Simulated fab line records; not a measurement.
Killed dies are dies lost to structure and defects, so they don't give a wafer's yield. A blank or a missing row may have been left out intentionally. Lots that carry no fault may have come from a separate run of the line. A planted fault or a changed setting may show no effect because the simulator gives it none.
fab line records + flow sky130
[record]
- lots = 7
- wafers = 21
- lastDay = 50
route steps=708 shown SD_P@325 RES_XHIGH@332
lots untouched by any fault: they come from a run of this same line in which no faults occurred
startH: the number of hours between the record's first day and the start of the first shown wafer of the lot + waitH: hours from the lot's prior step to this one + " the same as in the row above + L1.1+2: one row covering several wafers at once + - no value present, or no start provided + * or withheld: withheld + < > ~ a bound
route shown NAME@n: NAME is a module with steps in the file, n the number in the route of the first one + usual: average and standard deviation across the fault-free wafers + same: alike in all rows + chamber/n: place in a boat + sites: readings site by site + _std_site: standard deviation of those values + _edge_site: the outer-site mean with the inner-site mean subtracted + radiusMm: how far each site lies from the wafer's centre + mask NAME#n: copy n + behind: the last tool/chamber to shape the wafer + hold: why the lot went on hold/how many hours it stayed there/how the hold came to an end + device: the transistor (n, p or np) that didn't switch + end of line: tests run on the same wafers once the route is complete + step lacking rows: just its recipe + killed: at the first sort, the dies lost to defects and structure; wafer yield is something else + map: the dies of a wafer, with x for killed, . for not killed, _ for no die there
set.NAME: the setting as run; set.NAME@STEP: as run at that earlier step + model.NAME: the simulator's own value behind a step, which no gauge read
lots at selected steps of the route; one table per step, one row per wafer
services: a tool's chamber out of use, with start hour (startH, from the record's first day; less than 0 if before it), hours out, and reason
[[steps]]
[step SKY_SD_P_PEB_05]
[recipe]
- tempC = withheld
- timeS = *
- resist = NOVOLAK
[step SKY_SD_P_DEVELOP_06]
[recipe]
- resist = NOVOLAK
- developer = TMAH
- developTimeS = 60
- devTempC = 23
[step SKY_SD_P_CD_MEAS_07]
[recipe]
- targetCdNm = 380
[usual]
- cdNm = 379.1/2.6
| lot.wafer | tool     | chamber | startH | waitH | cdNm  |
|-----------|----------|---------|--------|-------|-------|
| L880.2    | cdSem-01 | -       | 621.11 | 0.1   | 381.6 |
| L880.3    | "        | -       | "      | "     | 380.2 |
| L880.6    | "        | -       | "      | "     | 380.4 |
| L882.1    | cdSem-02 | -       | 634.99 | 0.1   | 378.1 |
| L882.5    | "        | -       | "      | "     | 378.2 |
| L882.6    | "        | -       | "      | "     | 380.8 |
| L892.3    | cdSem-02 | -       | 732.93 | 0.1   | 376.3 |
| L892.5    | "        | -       | "      | "     | 377.2 |
| L892.6    | "        | -       | "      | "     | 379.5 |
| L894.1    | cdSem-02 | -       | 740.24 | 0.1   | 379.5 |
| L894.2    | "        | -       | "      | "     | 380.0 |
| L894.3    | "        | -       | "      | "     | 380.2 |
| L896.3    | cdSem-02 | -       | 745.78 | 0.1   | 379.3 |
| L896.4    | "        | -       | "      | "     | 380.5 |
| L896.5    | "        | -       | "      | "     | 379.0 |
| L898.4    | cdSem-01 | -       | 765.30 | 0.1   | 382.1 |
| L898.5    | "        | -       | "      | "     | 380.2 |
| L898.6    | "        | -       | "      | "     | 381.3 |
| L900.1    | cdSem-01 | -       | 779.89 | 0.1   | 375.7 |
| L900.3    | "        | -       | "      | "     | 376.2 |
| L900.4    | "        | -       | "      | "     | 375.3 |
[step SKY_SD_P_OVL_MEAS_08]
[usual]
- SD_P_OVL = -0.9/1.4
| lot.wafer | tool       | chamber | startH | waitH | SD_P_OVL[nm] |
|-----------|------------|---------|--------|-------|--------------|
| L880.2    | overlay-01 | -       | 621.21 | 0.1   | -0.5         |
| L880.3    | "          | -       | "      | "     | -0.9         |
| L880.6    | "          | -       | "      | "     | -0.3         |
| L882.1    | overlay-02 | -       | 635.11 | 0.1   | -0.5         |
| L882.5    | "          | -       | "      | "     | -0.2         |
| L882.6    | "          | -       | "      | "     | -0.8         |
| L892.3    | overlay-02 | -       | 733.02 | 0.1   | -0.8         |
| L892.5    | "          | -       | "      | "     | 0.6          |
| L892.6    | "          | -       | "      | "     | -0.8         |
| L894.1    | overlay-01 | -       | 740.36 | 0.1   | -1.9         |
| L894.2    | "          | -       | "      | "     | -0.7         |
| L894.3    | "          | -       | "      | "     | -0.6         |
| L896.3    | overlay-02 | -       | 745.87 | 0.1   | -1.5         |
| L896.4    | "          | -       | "      | "     | -1.4         |
| L896.5    | "          | -       | "      | "     | -0.7         |
| L898.4    | overlay-02 | -       | 765.38 | 0.1   | -1.9         |
| L898.5    | "          | -       | "      | "     | -1.3         |
| L898.6    | "          | -       | "      | "     | -1.2         |
| L900.1    | overlay-01 | -       | 780.01 | 0.1   | 0.1          |
| L900.3    | "          | -       | "      | "     | -0.3         |
| L900.4    | "          | -       | "      | "     | -1.3         |
[step SKY_SD_P_IMPLANT_09]
[recipe]
- species = BF2
- energyKev = 20
- doseCm2 = 3e+15
- tiltDeg = 0
[step SKY_SD_P_STRIP_10]
[recipe]
- chemistry = O2/N2
- powerW = 1400
- pressureMtorr = 1500
- platenTempC = withheld
- o2FlowSccm = 3000
- n2FlowSccm = 300
- overashFraction = 0.5
[usual]
- drypumpMotorCurrentA = 5.7/0.32
- oesProductAu = 0.618/0.0043
- stripTimeToEndpointS = 17.50/0.045
| lot.wafer | tool           | chamber | startH | waitH | drypumpMotorCurrentA | oesProductAu | rfHoursCounterH | stripTimeToEndpointS |
|-----------|----------------|---------|--------|-------|----------------------|--------------|-----------------|----------------------|
| L880.2    | plasmaAsher-04 | 0       | 621.39 | 0.1   | 6.3                  | 0.619        | 99              | 17.49                |
| L880.3    | "              | 0       | "      | "     | 6.3                  | 0.612        | -               | 17.47                |
| L880.6    | "              | 1       | "      | "     | 5.2                  | 0.613        | -               | 17.47                |
| L882.1    | plasmaAsher-03 | 0       | 635.30 | 0.1   | 5.9                  | 0.619        | 49              | 17.51                |
| L882.5    | "              | 0       | "      | "     | 5.9                  | 0.618        | -               | 17.57                |
| L882.6    | "              | 1       | "      | "     | 5.8                  | 0.613        | -               | 17.55                |
| L892.3    | plasmaAsher-03 | 1       | 733.23 | 0.1   | 5.8                  | 0.618        | -               | 17.55                |
| L892.5    | "              | 0       | "      | "     | 5.9                  | 0.618        | -               | 17.55                |
| L892.6    | "              | 1       | "      | "     | 5.7                  | 0.618        | -               | 17.51                |
| L894.1    | plasmaAsher-01 | 1       | 740.54 | 0.1   | 5.8                  | 0.617        | 93              | 17.43                |
| L894.2    | "              | 0       | "      | "     | 5.5                  | 0.618        | 93              | 17.40                |
| L894.3    | "              | 1       | "      | "     | 5.8                  | 0.617        | -               | 17.38                |
| L896.3    | plasmaAsher-03 | 1       | 746.08 | 0.1   | 5.8                  | 0.614        | -               | 17.41                |
| L896.4    | "              | 0       | "      | "     | 5.8                  | 0.617        | -               | 17.47                |
| L896.5    | "              | 0       | "      | "     | 5.8                  | 0.615        | -               | 17.42                |
| L898.4    | plasmaAsher-01 | 0       | 765.58 | 0.1   | 5.5                  | 0.621        | -               | 17.53                |
| L898.5    | "              | 1       | "      | "     | 5.8                  | 0.619        | -               | 17.51                |
| L898.6    | "              | 0       | "      | "     | 5.4                  | 0.621        | -               | 17.45                |
| L900.1    | plasmaAsher-04 | 0       | 780.20 | 0.1   | 6.3                  | 0.628        | 3               | 17.46                |
| L900.3    | "              | 0       | "      | "     | 6.3                  | 0.624        | -               | 17.44                |
| L900.4    | "              | 1       | "      | "     | 5.2                  | 0.618        | -               | 17.46                |
[step SKY_SD_P_TW_MEAS_11]
[usual]
- SD_P_TW = 2828/20
| lot.wafer | tool         | chamber | startH | waitH | SD_P_TW |
|-----------|--------------|---------|--------|-------|---------|
| L880.2    | filmMetro-02 | -       | 621.50 | 0.1   | 2856    |
| L880.3    | "            | -       | "      | "     | 2842    |
| L880.6    | "            | -       | "      | "     | 2853    |
| L882.1    | filmMetro-04 | -       | 635.40 | 0.1   | 2799    |
| L882.5    | "            | -       | "      | "     | 2805    |
| L882.6    | "            | -       | "      | "     | 2808    |
| L892.3    | filmMetro-04 | -       | 733.32 | 0.1   | 2826    |
| L892.5    | "            | -       | "      | "     | 2820    |
| L892.6    | "            | -       | "      | "     | 2823    |
| L894.1    | filmMetro-03 | -       | 740.64 | 0.1   | 2812    |
| L894.2    | "            | -       | "      | "     | 2808    |
| L894.3    | "            | -       | "      | "     | 2817    |
| L896.3    | filmMetro-03 | -       | 746.17 | 0.1   | 2831    |
| L896.4    | "            | -       | "      | "     | 2832    |
| L896.5    | "            | -       | "      | "     | 2820    |
| L898.4    | filmMetro-02 | -       | 765.68 | 0.1   | 2841    |
| L898.5    | "            | -       | "      | "     | 2828    |
| L898.6    | "            | -       | "      | "     | 2832    |
| L900.1    | filmMetro-02 | -       | 780.30 | 0.1   | 2856    |
| L900.3    | "            | -       | "      | "     | 2851    |
| L900.4    | "            | -       | "      | "     | 2848    |
[step SKY_RES_XHIGH_DEHYDRATE_00]
[recipe]
- tempC = 200
- timeS = 60
[step SKY_RES_XHIGH_HMDS_01]
[recipe]
- primeTimeS = 60
- primeTempC = 120
[step SKY_RES_XHIGH_COAT_02]
[recipe]
- resist = NOVOLAK
- spinRpm = 3000
- resistThkNm = 1140
[step SKY_RES_XHIGH_SOFTBAKE_03]
[recipe]
- tempC = 90
- timeS = 60
- resist = NOVOLAK
[step SKY_RES_XHIGH_EXPOSE_04]
[recipe]
- maskId = URPM
- na = 0.6
- sourceShape = conventional
- sigmaOuter = 0.6
- polarization = unpolarized
- targetCdNm = 1270
- doseMj = 140
[step SKY_RES_XHIGH_PEB_05]
[recipe]
- tempC = withheld
- timeS = *
- resist = NOVOLAK
[usual]
- chillPlateTempC = *
- exhaustPa = 44.8/0.91
| lot.wafer | tool          | chamber | startH | waitH | chillPlateTempC | exhaustPa |
|-----------|---------------|---------|--------|-------|-----------------|-----------|
| L880.2    | lithoTrack-03 | 0       | 649.77 | -     | *               | 43.5      |
| L880.3    | "             | 0       | "      | "     | *               | 45.6      |
| L880.6    | "             | 0       | "      | "     | *               | 45.1      |
| L882.1    | lithoTrack-01 | 0       | 663.59 | -     | *               | 45.1      |
| L882.5    | "             | 0       | "      | "     | *               | 46.4      |
| L882.6    | "             | 0       | "      | "     | *               | 45.5      |
| L892.3    | lithoTrack-04 | -       | 760.24 | -     | -               | -         |
| L892.5    | "             | -       | "      | "     | -               | -         |
| L892.6    | "             | -       | "      | "     | -               | -         |
| L894.1    | lithoTrack-03 | -       | 767.34 | -     | -               | -         |
| L894.2    | "             | -       | "      | "     | -               | -         |
| L894.3    | "             | -       | "      | "     | -               | -         |
| L896.3    | lithoTrack-03 | -       | 772.44 | -     | -               | -         |
| L896.4    | "             | -       | "      | "     | -               | -         |
| L896.5    | "             | -       | "      | "     | -               | -         |
| L898.4    | lithoTrack-03 | 0       | 790.22 | -     | *               | 45.8      |
| L898.5    | "             | 0       | "      | "     | *               | 46.4      |
| L898.6    | "             | 0       | "      | "     | *               | 45.8      |
| L900.1    | lithoTrack-03 | 0       | 804.59 | -     | *               | 44.8      |
| L900.3    | "             | 0       | "      | "     | *               | 44.3      |
| L900.4    | "             | 0       | "      | "     | *               | 44.4      |
[step SKY_RES_XHIGH_DEVELOP_06]
[recipe]
- resist = NOVOLAK
- developer = TMAH
- developTimeS = 60
- devTempC = 23
[[services]]
| tool           | chamber | startH | hours | kind      |
|----------------|---------|--------|-------|-----------|
| plasmaAsher-03 | -       | 667.76 | 11.0  | repair    |
| plasmaAsher-01 | -       | 704.36 | 2.3   | repair    |
| plasmaAsher-01 | -       | 721.53 | 4.0   | repair    |
| plasmaAsher-03 | -       | 721.92 | 3.1   | repair    |
| plasmaAsher-04 | -       | 733.75 | 9.0   | pm        |
| plasmaAsher-04 | 0       | 733.75 | 9.0   | ventCycle |
| plasmaAsher-04 | 1       | 733.75 | 9.0   | ventCycle |
| plasmaAsher-04 | 0       | 742.75 | -     | clean     |
| plasmaAsher-04 | 1       | 742.75 | -     | clean     |
| plasmaAsher-04 | -       | 751.25 | 2.8   | pm        |
| plasmaAsher-04 | -       | 754.61 | 2.3   | repair    |
| plasmaAsher-01 | -       | 799.02 | 3.8   | repair    |
[[key]]
[firstSign]
- step = SKY_RES_XHIGH_PEB_05
- reading = toolRecord
- direction = missing
effect none on later readings
metAt SKY_RES_XHIGH_PEB_05
struckWafers L892.3,L892.5,L892.6,L894.1,L894.2,L894.3,L896.3,L896.4,L896.5
sortLeftOut L892.3,L892.5,L892.6,L894.1,L894.2,L894.3,L896.3,L896.4,L896.5
testerLeftOut L892,L894,L896
onsetBetween 649.77 760.24
[fault]
- kind = skippedStepWhole
- tool = lithoTrack-03,lithoTrack-04
- chamber = -
- onsetH = 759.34
- steps = SKY_RES_XHIGH_PEB_05
- scope = struckLotsOnly
// testerLeftOut: of these lots the tester's yield and bins aren't shown, on N5 and GAA mostly nor the transistor test; their killed dies are dies lost to structure and defects alone, not to doping, threshold or leakage, so they don't give the yield
// sortLeftOut: the simulated sort isn't trusted on such a fault, so these wafers' sort isn't shown, and their yield isn't known
